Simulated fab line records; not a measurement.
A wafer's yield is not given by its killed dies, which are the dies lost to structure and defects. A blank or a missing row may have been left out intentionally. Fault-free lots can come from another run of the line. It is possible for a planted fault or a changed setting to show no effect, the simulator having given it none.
fab line records    flow gf180mcu
record: lots: 7  wafers: 19  last-day: 34
route steps=602 shown M5@532 V5@540 TOP_METAL@567
lots that met no fault: taken from a fault-free run of the same line
start-h: hours from the record's opening day to when the first of the lot's shown wafers began    wait-h: time in hours since the lot's previous step    " the same as in the row above    L1.1+2: a single row standing in for several wafers    - no value present, or no start provided    * or withheld: withheld    < > ~ a bound
route shown NAME@n: names a module that has steps shown in the file, with the first one's number in the route    usual: mean/standard deviation taken from wafers without a fault    same: alike in all rows    chamber/n: place in a boat    sites: per-site readings    _std_site: standard deviation of those values    _edge_site: outer sites' mean less inner sites'    radius-mm: for every site, how far away it sits from the centre of the wafer    mask NAME#n: copy n    behind: the last tool/chamber to shape the wafer    hold: reason for holding the lot/hours on hold/outcome of the hold    device: names the non-switching transistor (n, p or np)    end of line: at the end of the route, the tests of the same wafers    a step without rows: its recipe alone    killed: dies lost to structure and defects at the first sort, not the wafer's yield    map: shows each die of a wafer: x if killed, . if not, _ if none is there
set.NAME: the setting the step ran with; set.NAME@STEP: the setting that earlier step ran with    model.NAME: the simulator's own value behind a step, which no gauge read
a table for each step, a row for each wafer; lots at some steps of the route
services: the hour from which a tool's chamber was out of use, counted from the record's first day as start-h (under 0 if before that day), plus the number of hours and why
== steps ==
step: GF_M5_DEVELOP_06
recipe: develop-time-s: 60  dev-temp-c: 21
step: GF_M5_CD_MEAS_07
recipe: target-cd-nm: 280
usual: cd-nm: 280.0/1.1
lot.wafer  tool       chamber  start-h  wait-h  cd-nm
L310.4     cd-sem-01  -        626.80   0.1     279.5
L310.5     "          -        "        "       280.2
L310.6     "          -        "        "       279.4
L312.1     cd-sem-02  -        647.84   0.1     279.9
L312.3     "          -        "        "       279.8
L312.6     "          -        "        "       278.7
L313.1     cd-sem-02  -        663.03   0.1     280.2
L313.3     "          -        "        "       281.7
L315.1     cd-sem-01  -        664.38   0.1     279.3
L315.2     "          -        "        "       278.7
L315.3     "          -        "        "       277.9
L318.3     cd-sem-02  -        688.53   0.1     281.4
L318.6     "          -        "        "       281.6
L327.2     cd-sem-02  -        745.05   0.1     278.9
L327.3     "          -        "        "       280.4
L327.5     "          -        "        "       280.1
L328.1     cd-sem-02  -        751.63   0.1     281.5
L328.4     "          -        "        "       281.3
L328.6     "          -        "        "       281.0
step: GF_M5_OVL_MEAS_08
usual: M5_OVL: -2/5.5
lot.wafer  tool        chamber  start-h  wait-h  M5_OVL[nm]
L310.4     overlay-02  -        626.87   0.1     4
L310.5     "           -        "        "       3
L310.6     "           -        "        "       0
L312.1     overlay-02  -        647.96   0.1     -7
L312.3     "           -        "        "       -2
L312.6     "           -        "        "       -3
L313.1     overlay-02  -        663.15   0.1     1
L313.3     "           -        "        "       -1
L315.1     overlay-01  -        664.50   0.1     -12
L315.2     "           -        "        "       -12
L315.3     "           -        "        "       -9
L318.3     overlay-02  -        688.62   0.1     3
L318.6     "           -        "        "       -1
L327.2     overlay-02  -        745.16   0.1     -5
L327.3     "           -        "        "       -11
L327.5     "           -        "        "       -5
L328.1     overlay-02  -        751.75   0.1     -9
L328.4     "           -        "        "       -9
L328.6     "           -        "        "       -3
step: GF_M5_ETCH_09
recipe: chemistry: CF4/O2  target: Si3N4  target-depth-nm: 52  source-w: 800  bias-w: 150  pressure-mtorr: 150  cf4-flow-sccm: 80  O2_flow_sccm: 10  time-s: 11.6
usual: drypump-motor-current-A: 5.6/0.39  oes-product-au: 1.000/0.0073  throttle-valve-pct: 5.971/0.0093
lot.wafer  tool         chamber  start-h  wait-h  drypump-motor-current-A  oes-product-au  rf-hours-counter-h  throttle-valve-pct
L310.4     rie-diel-04  0        626.90   0.0     6.0                      0.996           -                   5.976
L310.5     "            2        "        "       6.0                      1.011           -                   5.983
L310.6     "            1        "        "       6.2                      0.995           -                   5.971
L312.1     rie-diel-04  2        647.99   0.0     6.0                      1.003           11                  5.987
L312.3     "            0        "        "       6.0                      1.002           9                   5.974
L312.6     "            1        "        "       6.2                      0.995           -                   5.966
L313.1     rie-diel-02  1        663.19   0.0     5.3                      1.006           9                   5.978
L313.3     "            3        "        "       5.9                      0.998           11                  5.991
L315.1     rie-diel-04  3        664.54   0.0     5.7                      0.993           1                   5.982
L315.2     "            2        "        "       6.0                      1.002           12                  5.974
L315.3     "            1        "        "       6.2                      0.998           26                  5.968
L318.3     rie-diel-03  1        688.65   0.0     5.0                      0.996           -                   5.968
L318.6     "            2        "        "       5.6                      0.998           -                   5.955
L327.2     rie-diel-02  2        745.19   0.0     5.9                      0.993           12                  5.964
L327.3     "            0        "        "       5.4                      0.996           11                  5.979
L327.5     "            2        "        "       5.9                      0.996           -                   5.963
L328.1     rie-diel-03  1        751.79   0.0     5.0                      0.997           12                  5.972
L328.4     "            2        "        "       5.6                      0.992           23                  5.965
L328.6     "            2        "        "       5.6                      0.990           -                   5.973
step: GF_M5_METAL_ETCH_10
recipe: chemistry: Cl2/BCl3  mask-material: KrF  target-depth-nm: 750.8  stop-on: SiO2  pressure-mtorr: 8  icp-w: 800  bias-w: 140  Cl2_flow_sccm: 80  bcl3-flow-sccm: 40  time-s: 125.1
usual: drypump-motor-current-A: 5.7/0.46  oes-product-au: 0.990/0.0057  throttle-valve-pct: 28.229/0.0097
lot.wafer  tool          chamber  start-h  wait-h  drypump-motor-current-A  oes-product-au  rf-hours-counter-h  throttle-valve-pct
L310.4     rie-metal-04  1        626.96   0.0     5.5                      0.990           -                   28.225
L310.5     "             0        "        "       5.7                      0.978           -                   28.232
L310.6     "             1        "        "       5.5                      0.986           -                   28.242
L312.1     rie-metal-01  0        648.02   0.0     6.1                      0.991           9                   28.225
L312.3     "             0        "        "       6.1                      0.992           -                   28.248
L312.6     "             0        "        "       6.1                      0.985           -                   28.229
L313.1     rie-metal-04  0        663.21   0.0     5.7                      0.995           13                  28.230
L313.3     "             0        "        "       5.7                      0.990           -                   28.229
L315.1     rie-metal-01  0        664.56   0.0     6.1                      0.994           11                  28.214
L315.2     "             1        "        "       5.3                      0.991           9                   28.233
L315.3     "             1        "        "       5.3                      1.002           -                   28.235
L318.3     rie-metal-03  0        688.72   0.1     6.5                      0.983           -                   28.233
L318.6     "             1        "        "       5.2                      0.987           -                   28.231
L327.2     rie-metal-01  0        745.21   0.0     6.1                      0.993           14                  28.238
L327.3     "             1        "        "       5.2                      0.991           -                   28.218
L327.5     "             1        "        "       5.2                      0.993           -                   28.228
L328.1     rie-metal-01  1        751.81   0.0     5.3                      0.980           13                  28.237
L328.4     "             1        "        "       5.3                      0.987           -                   28.242
L328.6     "             0        "        "       6.1                      0.980           -                   28.242
step: GF_M5_STRIP_11
recipe: chemistry: O2/N2  power-w: 1400  pressure-mtorr: 1500  platen-temp-c: 250  o2-flow-sccm: 3000  n2-flow-sccm: 300  overash-fraction: 0.5
step: GF_M5_STRIP_12
recipe: chemistry: post-etch-residue-remover  time-s: 1200  temp-c: 72.5
step: GF_M5_CLEAN_13
recipe: chemistry: DIW  dry: n2-spin
step: GF_V5_CVD_00
recipe: material: SiO2  target-thk-nm: 300  sigma-open-frac: 0.3  temp-c: 400  time-s: 50  sih4-flow-sccm: 60  pressure-mtorr: 6
step: GF_V5_THK_MEAS_01
recipe: reads: SiO2_of_V5_CVD_00
usual: V5_CVD_00_THK: 299.2/2.2
lot.wafer  tool           chamber  start-h  wait-h  V5_CVD_00_THK[nm]
L310.4     film-metro-04  -        627.68   0.0     299.6
L310.5     "              -        "        "       302.8
L310.6     "              -        "        "       299.8
L312.1     film-metro-01  -        648.85   0.0     300.9
L312.3     "              -        "        "       299.4
L312.6     "              -        "        "       297.4
L313.1     film-metro-04  -        664.06   0.0     298.2
L313.3     "              -        "        "       300.3
L315.1     film-metro-01  -        665.30   0.0     297.4
L315.2     "              -        "        "       298.8
L315.3     "              -        "        "       296.7
L318.3     film-metro-03  -        689.40   0.0     301.0
L318.6     "              -        "        "       300.9
L327.2     film-metro-01  -        745.93   0.0     304.4
L327.3     "              -        "        "       302.1
L327.5     "              -        "        "       300.7
L328.1     film-metro-04  -        752.56   0.0     296.1
L328.4     "              -        "        "       297.3
L328.6     "              -        "        "       297.3
step: GF_V5_CVD_02
recipe: material: SiO2  target-thk-nm: 1450  precursor: TEOS  temp-c: 400  time-s: 163.28  rf-w: 600
step: GF_V5_THK_MEAS_03
recipe: reads: SiO2_of_V5_CVD_02
usual: V5_CVD_02_THK: 1453/18
lot.wafer  tool           chamber  start-h  wait-h  V5_CVD_02_THK[nm]
L310.4     film-metro-03  -        627.85   0.0     1484
L310.5     "              -        "        "       1480
L310.6     "              -        "        "       1462
L312.1     film-metro-04  -        649.02   0.1     1454
L312.3     "              -        "        "       1425
L312.6     "              -        "        "       1485
L313.1     film-metro-01  -        664.23   0.1     1433
L313.3     "              -        "        "       1436
L315.1     film-metro-04  -        665.47   0.1     1410
L315.2     "              -        "        "       1400
L315.3     "              -        "        "       1436
L318.3     film-metro-03  -        689.57   0.1     1437
L318.6     "              -        "        "       1461
L327.2     film-metro-04  -        746.10   0.1     1428
L327.3     "              -        "        "       1456
L327.5     "              -        "        "       1456
L328.1     film-metro-03  -        752.73   0.1     1443
L328.4     "              -        "        "       1469
L328.6     "              -        "        "       1452
step: GF_V5_CMP_04
recipe: material: SiO2  down-force-psi: 4  platen-rpm: 60  pad-velocity-m-s: 0.94248
usual: motor-current-A: 12.8/1.4  retaining-ring-pressure-frac: 0.999/0.0048
lot.wafer  tool    chamber  start-h  wait-h  motor-current-A  retaining-ring-pressure-frac  model.SiO2_of_V5_CVD_02.thk-nm
L310.4     cmp-01  1        627.98   0.1     10.7             1.007                         854.4
L310.6     "       3        "        "       12.0             1.000                         854
L310.5     "       0        "        "       13.1             0.994                         853.1
L312.3     cmp-02  3        649.08   0.0     15.6             1.010                         854.8
L312.1     "       0        "        "       13.3             0.998                         856
L312.6     "       3        "        "       14.9             0.998                         855.4
L313.3     cmp-01  1        664.34   0.1     11.0             0.995                         770.3
L313.1     "       3        "        "       11.8             1.001                         855.2
L315.3     cmp-01  0        665.53   0.0     12.3             0.993                         767.2
L315.2     "       1        "        "       10.7             0.994                         853.6
L315.1     "       2        "        "       11.7             1.003                         853.4
L318.3     cmp-01  1        689.76   0.2     10.9             0.995                         768.7
L318.6     "       3        "        "       12.3             0.997                         855.3
L327.3     cmp-02  2        746.20   0.1     14.2             1.002                         856.2
L327.2     "       3        "        "       15.2             1.001                         855.3
L327.5     "       2        "        "       13.4             0.996                         855.5
L328.4     cmp-02  2        753.14   0.4     12.9             1.004                         855.7
L328.1     "       3        "        "       15.0             1.002                         855.9
L328.6     "       1        "        "       11.0             1.001                         855.7
step: GF_V5_BOW_MEAS_05
recipe: mode: bow
usual: V5_BOW: 135/11
lot.wafer  tool           chamber  start-h  wait-h  hold                      V5_BOW[um]
L310.4     film-metro-04  -        628.24   0.2     -                         146
L310.5     "              -        "        "       -                         143
L310.6     "              -        "        "       -                         132
L312.1     film-metro-04  -        649.38   0.2     -                         143
L312.3     "              -        "        "       -                         137
L312.6     "              -        "        "       -                         134
L313.1     film-metro-01  -        664.59   0.1     await-dispo/0.2h/release  129
L313.3     "              -        "        "       await-dispo/0.2h/release  136
L313.1     film-metro-01  -        664.87   0.3     -                         -
L313.3     "              -        "        "       -                         -
L315.1     film-metro-04  -        665.83   0.1     await-dispo/0.2h/release  151
L315.2     "              -        "        "       await-dispo/0.2h/release  128
L315.3     "              -        "        "       await-dispo/0.2h/release  136
L315.1     film-metro-04  -        666.18   0.3     -                         -
L315.2     "              -        "        "       -                         -
L315.3     "              -        "        "       -                         -
L318.3     film-metro-03  -        689.98   0.2     await-dispo/0.2h/release  123
L318.6     "              -        "        "       await-dispo/0.2h/release  128
L318.3     film-metro-03  -        690.27   0.3     -                         -
L318.6     "              -        "        "       -                         -
L327.2     film-metro-04  -        746.47   0.2     -                         113
L327.3     "              -        "        "       -                         132
L327.5     "              -        "        "       -                         125
L328.1     film-metro-01  -        753.39   0.1     -                         127
L328.4     "              -        "        "       -                         123
L328.6     "              -        "        "       -                         122
step: GF_V5_HMDS_07
recipe: prime-time-s: 60  prime-temp-c: 120
step: GF_V5_COAT_08
recipe: resist: BARC  temp-c: withheld  time-s: withheld  spin-rpm: withheld  resist-thk-nm: withheld
step: GF_V5_COAT_09
recipe: resist: KrF  spin-rpm: withheld  resist-thk-nm: 1000
step: GF_V5_SOFTBAKE_10
recipe: temp-c: 130  time-s: 60  resist: KrF
step: GF_V5_EXPOSE_11
recipe: mask-id: Via5  target-cd-nm: 260  na: 0.68  source-shape: conventional  sigma-outer: 0.6  dose-mj: 38
step: GF_V5_PEB_12
recipe: peb-temp-c: 135  peb-time-s: 90  resist: KrF
step: GF_V5_DEVELOP_13
recipe: develop-time-s: 60  resist: KrF  dev-temp-c: 21
step: GF_V5_CD_MEAS_14
recipe: target-cd-nm: 260
usual: cd-nm: 260.0/1.3
lot.wafer  tool       chamber  start-h  wait-h  cd-nm
L310.4     cd-sem-02  -        648.90   0.1     261.1
L310.5     "          -        "        "       261.3
L310.6     "          -        "        "       261.6
L312.1     cd-sem-02  -        668.93   0.1     257.4
L312.3     "          -        "        "       258.4
L312.6     "          -        "        "       258.1
L313.1     cd-sem-02  -        684.18   0.1     260.7
L313.3     "          -        "        "       259.8
L315.1     cd-sem-01  -        684.89   0.1     260.3
L315.2     "          -        "        "       260.5
L315.3     "          -        "        "       259.8
L318.3     cd-sem-01  -        708.87   0.1     259.3
L318.6     "          -        "        "       260.5
L327.2     cd-sem-02  -        763.30   0.1     260.4
L327.3     "          -        "        "       259.5
L327.5     "          -        "        "       260.0
L328.1     cd-sem-01  -        770.28   0.1     259.7
L328.4     "          -        "        "       259.6
L328.6     "          -        "        "       259.4
step: GF_V5_OVL_MEAS_15
usual: V5_OVL: 4/4.6
lot.wafer  tool        chamber  start-h  wait-h  V5_OVL[nm]
L310.4     overlay-02  -        648.97   0.1     2
L310.5     "           -        "        "       -6
L310.6     "           -        "        "       -1
L312.1     overlay-02  -        669.05   0.1     11
L312.3     "           -        "        "       9
L312.6     "           -        "        "       9
L313.1     overlay-01  -        684.30   0.1     7
L313.3     "           -        "        "       9
L315.1     overlay-02  -        685.01   0.1     -1
L315.2     "           -        "        "       4
L315.3     "           -        "        "       6
L318.3     overlay-02  -        708.96   0.1     -4
L318.6     "           -        "        "       5
L327.2     overlay-02  -        763.40   0.1     5
L327.3     "           -        "        "       12
L327.5     "           -        "        "       6
L328.1     overlay-01  -        770.40   0.1     4
L328.4     "           -        "        "       -2
L328.6     "           -        "        "       1
step: GF_V5_ETCH_16
recipe: chemistry: N2/H2  target-depth-a: withheld  overetch-a: withheld  time-s: withheld  target: BARC  ion-energy-ev: 200  source-w: 500  bias-w: 100  pressure-mtorr: 30  n2-flow-sccm: 100  h2-flow-sccm: 200
step: GF_V5_ETCH_17
recipe: chemistry: C4F8/O2/Ar  mask-material: KrF  target: SiO2  stop-on: TiN  source-w: 1500  bias-w: 1200  pressure-mtorr: 40  c4f8-flow-sccm: withheld  O2_flow_sccm: 6  Ar_flow_sccm: 300  time-s: withheld  target-depth-a: 8550
usual: oes-product-au: 0.859/0.0041
lot.wafer  tool         chamber  start-h  wait-h  oes-product-au  model.V5.feature-depth-nm  model.etch.depth-nm
L310.4     rie-diel-03  0        -        -       0.864           854.4                      854.4
L310.5     "            1        "        "       0.853           853.1                      853.1
L310.6     "            0        "        "       0.859           854                        854
L312.1     rie-diel-01  2        -        -       0.855           856                        856
L312.3     "            1        "        "       0.853           854.8                      854.8
L312.6     "            0        "        "       0.862           855.4                      855.4
L313.1     rie-diel-03  1        -        -       0.857           855.2                      855.2
L313.3     "            2        "        "       0.815           770.3                      770.3
L315.1     rie-diel-01  0        -        -       0.856           853.4                      853.4
L315.2     "            1        "        "       0.856           853.6                      853.6
L315.3     "            3        "        "       0.810           767.2                      767.2
L318.3     rie-diel-04  0        -        -       0.806           768.7                      768.7
L318.6     "            3        "        "       0.860           855.3                      855.3
L327.2     rie-diel-04  3        -        -       0.860           855.3                      855.3
L327.3     "            1        "        "       0.864           856.2                      856.2
L327.5     "            2        "        "       0.861           855.5                      855.5
L328.1     rie-diel-01  2        -        -       0.856           855.9                      855.9
L328.4     "            0        "        "       0.860           855.7                      855.7
L328.6     "            2        "        "       0.862           855.7                      855.7
step: GF_V5_STRIP_18
recipe: chemistry: O2/N2  power-w: 1400  pressure-mtorr: 1500  platen-temp-c: 250  o2-flow-sccm: 3000  n2-flow-sccm: 300  overash-fraction: 0.5
usual: drypump-motor-current-A: 5.9/0.53  heater-power-w: 350/54  oes-product-au: 0.568/0.0047
lot.wafer  tool             chamber  start-h  wait-h  drypump-motor-current-A  heater-power-w  oes-product-au  rf-hours-counter-h
L310.4     plasma-asher-01  0        649.18   -       4.9                      283             0.567           -
L310.5     "                0        "        "       4.9                      294             0.568           -
L310.6     "                1        "        "       5.8                      423             0.563           -
L312.1     plasma-asher-04  0        669.24   -       5.6                      338             0.572           93
L312.3     "                1        "        "       6.1                      272             0.567           -
L312.6     "                0        "        "       5.6                      337             0.571           -
L313.1     plasma-asher-02  0        684.49   -       6.0                      353             0.573           108
L313.3     "                1        "        "       6.7                      399             0.578           -
L315.1     plasma-asher-04  0        685.19   -       5.6                      338             0.563           95
L315.2     "                1        "        "       6.1                      268             0.563           95
L315.3     "                0        "        "       5.6                      336             0.565           -
L318.3     plasma-asher-04  1        709.17   -       6.1                      271             0.566           -
L318.6     "                0        "        "       5.6                      340             0.567           -
L327.2     plasma-asher-04  1        763.58   -       6.1                      275             0.565           102
L327.3     "                1        "        "       6.1                      270             0.564           -
L327.5     "                0        "        "       5.5                      346             0.567           -
L328.1     plasma-asher-01  1        770.59   -       5.8                      412             0.574           65
L328.4     "                1        "        "       5.8                      430             0.565           -
L328.6     "                1        "        "       5.8                      424             0.566           -
step: GF_V5_STRIP_19
recipe: chemistry: post-etch-residue-remover  time-s: 1200  temp-c: 72.5
step: GF_V5_CLEAN_20
recipe: chemistry: DIW  dry: n2-spin
step: GF_V5_SPUTTER_21
recipe: material: Ti  target-thk-nm: 15  chamber-pressure-pa: 5  power-w: 2500  substrate-temp-c: 200  time-s: 80.02
usual: chamber-pressure-pa: 5.000/0.011  throttle-valve-pct: 30.6/0.98
lot.wafer  tool            chamber  start-h  wait-h  chamber-pressure-pa  throttle-valve-pct
L310.4     pvd-sputter-04  -        649.68   0.0     5.007                30.0
L310.5     "               -        "        "       4.978                32.0
L310.6     "               -        "        "       4.995                30.7
L312.1     pvd-sputter-01  -        669.80   0.0     5.004                29.7
L312.3     "               -        "        "       4.994                31.2
L312.6     "               -        "        "       5.004                29.6
L313.1     pvd-sputter-04  -        685.05   0.0     5.010                32.2
L313.3     "               -        "        "       4.983                30.0
L315.1     pvd-sputter-01  -        685.74   0.0     5.002                31.0
L315.2     "               -        "        "       5.006                30.6
L315.3     "               -        "        "       4.997                29.7
L318.3     pvd-sputter-03  -        709.71   0.0     4.994                32.4
L318.6     "               -        "        "       5.016                30.9
L327.2     pvd-sputter-01  -        764.13   0.0     4.991                30.9
L327.3     "               -        "        "       5.003                29.7
L327.5     "               -        "        "       5.013                31.1
L328.1     pvd-sputter-01  -        771.13   0.0     5.003                31.3
L328.4     "               -        "        "       4.994                29.6
L328.6     "               -        "        "       4.988                29.6
step: GF_V5_SPUTTER_22
recipe: material: TiN  target-thk-nm: 10  chamber-pressure-pa: 5  power-w: 4000  time-s: 40
step: GF_V5_CVD_23
recipe: material: W  target-thk-nm: 350  time-s: 104.9  temp-c: 400  pressure-torr: 40
usual: heater-power-w: 866/54
lot.wafer  tool      chamber  start-h  wait-h  heater-power-w
L310.4     cvd-w-01  1        649.89   0.1     807
L310.5     "         1        "        "       795
L310.6     "         1        "        "       778
L312.1     cvd-w-02  0        669.91   0.0     922
L312.3     "         0        "        "       933
L312.6     "         0        "        "       940
L313.1     cvd-w-01  0        685.15   0.0     887
L313.3     "         1        "        "       798
L315.1     cvd-w-02  1        685.84   0.0     899
L315.2     "         0        "        "       939
L315.3     "         1        "        "       892
L318.3     cvd-w-01  1        709.85   0.1     768
L318.6     "         0        "        "       865
L327.2     cvd-w-01  1        764.23   0.0     815
L327.3     "         1        "        "       806
L327.5     "         1        "        "       792
L328.1     cvd-w-01  1        771.23   0.0     800
L328.4     "         0        "        "       875
L328.6     "         1        "        "       806
step: GF_V5_RS_MEAS_24
recipe: thk-meas-gauge: four-point-probe  reads: W_of_V5_CVD_23+TiN_of_V5_SPUTTER_22+Ti_of_V5_SPUTTER_21
usual: V5_W_RS: 0.3278/0.0029
lot.wafer  tool           chamber  start-h  wait-h  V5_W_RS[ohm/sq]
L310.4     film-metro-04  -        650.06   0.1     0.3278
L310.5     "              -        "        "       0.3262
L310.6     "              -        "        "       0.3280
L312.1     film-metro-03  -        670.02   0.1     0.3328
L312.3     "              -        "        "       0.3257
L312.6     "              -        "        "       0.3265
L313.1     film-metro-04  -        685.26   0.1     0.3252
L313.3     "              -        "        "       0.3309
L315.1     film-metro-04  -        685.95   0.1     0.3270
L315.2     "              -        "        "       0.3312
L315.3     "              -        "        "       0.3315
L318.3     film-metro-04  -        709.96   0.1     0.3280
L318.6     "              -        "        "       0.3241
L327.2     film-metro-01  -        764.36   0.1     0.3308
L327.3     "              -        "        "       0.3312
L327.5     "              -        "        "       0.3288
L328.1     film-metro-01  -        771.34   0.1     0.3329
L328.4     "              -        "        "       0.3269
L328.6     "              -        "        "       0.3269
step: GF_V5_THK_MEAS_25
recipe: thk-meas-gauge: xrf  reads: W_of_V5_CVD_23
usual: V5_W_THK: 356/3.7
lot.wafer  tool           chamber  start-h  wait-h  V5_W_THK[nm]
L310.4     film-metro-04  -        650.15   0.1     356
L310.5     "              -        "        "       360
L310.6     "              -        "        "       356
L312.1     film-metro-03  -        670.14   0.1     351
L312.3     "              -        "        "       361
L312.6     "              -        "        "       357
L313.1     film-metro-04  -        685.38   0.1     357
L313.3     "              -        "        "       350
L315.1     film-metro-04  -        686.07   0.1     354
L315.2     "              -        "        "       350
L315.3     "              -        "        "       350
L318.3     film-metro-04  -        710.06   0.1     352
L318.6     "              -        "        "       358
L327.2     film-metro-01  -        764.47   0.1     356
L327.3     "              -        "        "       357
L327.5     "              -        "        "       360
L328.1     film-metro-01  -        771.46   0.1     356
L328.4     "              -        "        "       365
L328.6     "              -        "        "       361
step: GF_V5_CMP_26
recipe: stop-on: SiO2  down-force-psi: 3.5  platen-rpm: 60  t-overpolish-s: 15  target-thk-nm: 0  pad-velocity-m-s: 0.94248
usual: motor-current-A: 12.0/1.4  retaining-ring-pressure-frac: 1.001/0.0049
lot.wafer  tool    chamber  start-h  wait-h  motor-current-A  retaining-ring-pressure-frac  model.SiO2_of_V5_CVD_02.thk-nm
L310.4     cmp-02  1        650.28   0.1     10.6             0.998                         850.7
L310.5     "       3        "        "       13.8             1.001                         849.3
L310.6     "       0        "        "       12.6             1.007                         850.2
L312.3     cmp-01  3        670.30   0.1     10.9             1.005                         851
L312.1     "       0        "        "       11.2             0.999                         852.2
L312.6     "       2        "        "       10.2             1.003                         851.6
L313.1     cmp-02  0        685.44   0.1     13.2             0.990                         851.4
L313.3     "       1        "        "       9.9              0.993                         766.5
L315.1     cmp-01  1        686.13   0.1     10.0             1.006                         849.7
L315.2     "       3        "        "       11.3             1.008                         849.8
L315.3     "       0        "        "       11.7             0.995                         763.5
L318.3     cmp-01  1        710.10   0.0     9.7              0.998                         764.9
L318.6     "       2        "        "       9.8              0.997                         851.5
L327.3     cmp-02  2        764.55   0.1     12.5             0.993                         852.4
L327.2     "       3        "        "       12.9             1.002                         851.5
L327.5     "       3        "        "       13.7             0.997                         851.7
L328.1     cmp-02  2        771.52   0.1     12.8             0.999                         852.1
L328.4     "       0        "        "       12.0             1.013                         852
L328.6     "       2        "        "       13.1             1.002                         851.9
step: GF_TOP_METAL_SPUTTER_00
recipe: material: Ti  target-thk-nm: 37.5  arriving-ion-energy-ev: 80  substrate-temp-c: 200  chamber-pressure-pa: 2  power-w: 4000  time-s: 150
== services ==
tool             chamber  start-h  hours  kind
cmp-01           -        606.48   5.7    pm
rie-diel-03      1        610.34   3.2    repair
plasma-asher-01  -        613.26   8.5    repair
pvd-sputter-01   -        639.64   1.7    repair
rie-metal-01     1        639.85   13.1   repair
rie-diel-01      3        640.70   1.8    repair
cvd-w-01         0        646.43   9.4    repair
cmp-01           -        654.78   1.3    repair
rie-diel-01      2        679.71   2.0    repair
rie-diel-03      3        687.53   3.2    repair
cmp-01           -        693.34   11.9   repair
rie-diel-03      3        694.20   2.9    repair
rie-diel-04      1        701.96   12.9   repair
pvd-sputter-01   -        709.19   0.5    repair
rie-diel-03      1        718.40   5.7    repair
cmp-02           -        727.68   1.0    repair
rie-diel-03      1        740.23   1.6    repair
cmp-01           -        746.93   1.9    repair
plasma-asher-04  -        748.03   3.1    repair
cmp-01           -        750.58   4.0    pm
rie-diel-01      0        750.95   5.3    repair
cmp-02           -        758.35   1.0    repair
rie-diel-03      -        764.74   2.8    pm
rie-diel-03      -        768.41   4.9    repair
== key ==
first-sign: step: GF_V5_BOW_MEAS_05  reading: visit  direction: added
effect: step: GF_V5_ETCH_17  reading: oes-product-au  direction: down  sigmas: 12  usual: 0.859  struck: 0.810
model-effect: step: GF_V5_CMP_04  value: SiO2_of_V5_CVD_02.thk-nm  without: 854.2  struck: 768.7
model-effect: step: GF_V5_ETCH_17  value: V5.feature-depth-nm  without: 854.2  struck: 768.7
model-effect: step: GF_V5_CMP_26  value: SiO2_of_V5_CVD_02.thk-nm  without: 850.5  struck: 765
met-at GF_V5_CMP_04
struck-wafers L313.3,L315.3,L318.3
sort-left-out L313.3,L318.3
onset-between 627.98 664.34
fault: kind: process-parameter-drift  tool: cmp-01  chamber: -  onset-h: 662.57  steps: GF_V5_CMP_04  channel: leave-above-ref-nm  offset: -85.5  shape: step  end-h: 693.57  scope: struck-wafers-only  acts-in: these-recipes-only  stated: 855
sort-left-out: the simulated sort isn't trusted on such a fault, so these wafers' sort isn't shown, and their yield isn't known
